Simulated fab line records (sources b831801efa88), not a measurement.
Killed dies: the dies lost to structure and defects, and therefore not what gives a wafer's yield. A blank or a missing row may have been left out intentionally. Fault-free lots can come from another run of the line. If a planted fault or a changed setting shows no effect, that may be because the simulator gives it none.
One fault seen from 2 desks -- flow sky130 -- each desk has only its own numbers; what lay behind them comes last

== FOR THE TOOL OWNER'S DESK: cvd-w-02 ==
The tool's own readings at SKY_LI_CONTACT_CVD_21 (deposits W, target thk 400 nm, time 120.56 s): means of the sampled wafers that have a number, for each lot that ran on this tool. The brackets show how far a lot's mean lies from the usual mean; more than 4 standard deviations puts the lot out of limits, marked OUT.
Columns: A = chamber-pressure-Torr at SKY_LI_CONTACT_CVD_21, usual 39.99 Torr; B = heater-power-w at SKY_LI_CONTACT_CVD_21, usual 893 W; C = susceptor-temp-C at SKY_LI_CONTACT_CVD_21, usual 399.98 C
lot,first seen here,A,B,C
L119,day 31 16:49,40.03,868,399.68
L121,day 32 13:07,39.96,872,400.11
L123,day 32 22:28,39.96,872,399.71
L124,day 33 04:22,39.97,890,402.85 (+14) OUT
L125,day 33 18:50,39.94,876,402.84 (+14) OUT
L132,day 36 01:34,39.97,869,400.01
L134,day 36 04:26,39.98,872,400.01
This desk's finding: out of limits on L124, L125; first on L124, day 33 04:22 (susceptor-temp-C at SKY_LI_CONTACT_CVD_21). Within limits: L119, L121, L123, L132, L134.

== FROM THE METROLOGY DESK ==
Lot by lot, what the gauges showed, no matter which tool ran the lot: averages of those sampled wafers that carry a number. The brackets show how far a lot's mean lies from the usual mean; more than 4 standard deviations puts the lot out of limits, marked OUT.
Columns: A = SD_N_OVL at SKY_SD_N_OVL_MEAS_08, usual 0.7 nm; B = cd-nm at SKY_LI_CONTACT_CD_MEAS_12, usual 170.3 nm; C = LI_CONTACT_OVL at SKY_LI_CONTACT_OVL_MEAS_13, usual 2 nm; D = LI_CONTACT_W_RS at SKY_LI_CONTACT_RS_MEAS_22, usual 0.287 ohm/sq; E = LI_CONTACT_W_THK at SKY_LI_CONTACT_THK_MEAS_23, usual 399 nm
lot,first seen here,A,B,C,D,E
L112,day 27 19:40,2.5,170.4,2,0.285,397
L114,day 28 06:13,0.3,169.7,-1,0.287,399
L118,day 30 06:41,0.8,169.5,4,0.292,388
L119,day 30 11:04,0.7,169.7,8,0.290,392
L120,day 30 19:33,1.5,172.2,-1,0.288,399
L121,day 31 07:26,-0.4,171.9,-1,0.289,397
L122,day 31 07:32,-0.3,168.9,5,0.285,398
L123,day 31 16:56,0.6,170.3,-4,0.284,404
L124,day 31 23:01,1.1,171.7,7,0.271 (-5.0) OUT,422 (+4.4) OUT
L125,day 32 13:43,1.8,170.2,5,0.273 (-4.3) OUT,422 (+4.4) OUT
L131,day 34 10:13,1.2,169.1,-3,0.287,400
L132,day 34 21:16,-0.9,170.0,-2,0.288,398
L134,day 34 23:31,3.3,171.3,-5,0.289,397
L135,day 35 20:43,0.3,167.4,2,0.286,402
This desk reports L124, L125 out of limits; the earliest was L124 at day 33 04:29 (LI_CONTACT_W_RS at SKY_LI_CONTACT_RS_MEAS_22). Within limits: L112, L114, L118, L119, L120, L121, L122, L123, L131, L132, L134, L135.

== PUT TOGETHER ==
On L124, L125, at day 33 04:22, an alarm was possible from the tool owner's desk.
L124, L125 would have let the metrology desk raise an alarm at day 33 04:29.
SKY_LI_CONTACT_CVD_21 was run on cvd-w-02 by each of the lots named.

== WHAT THE SIMULATOR HAD INSERTED ==
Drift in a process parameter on cvd-w-02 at SKY_LI_CONTACT_CVD_21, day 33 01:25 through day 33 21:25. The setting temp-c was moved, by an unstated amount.
Struck lots among those shown: L124, L125.
Time in hours from fault onset to the first out-of-limits reading at each desk: tool owner's desk 3, metrology desk 3.
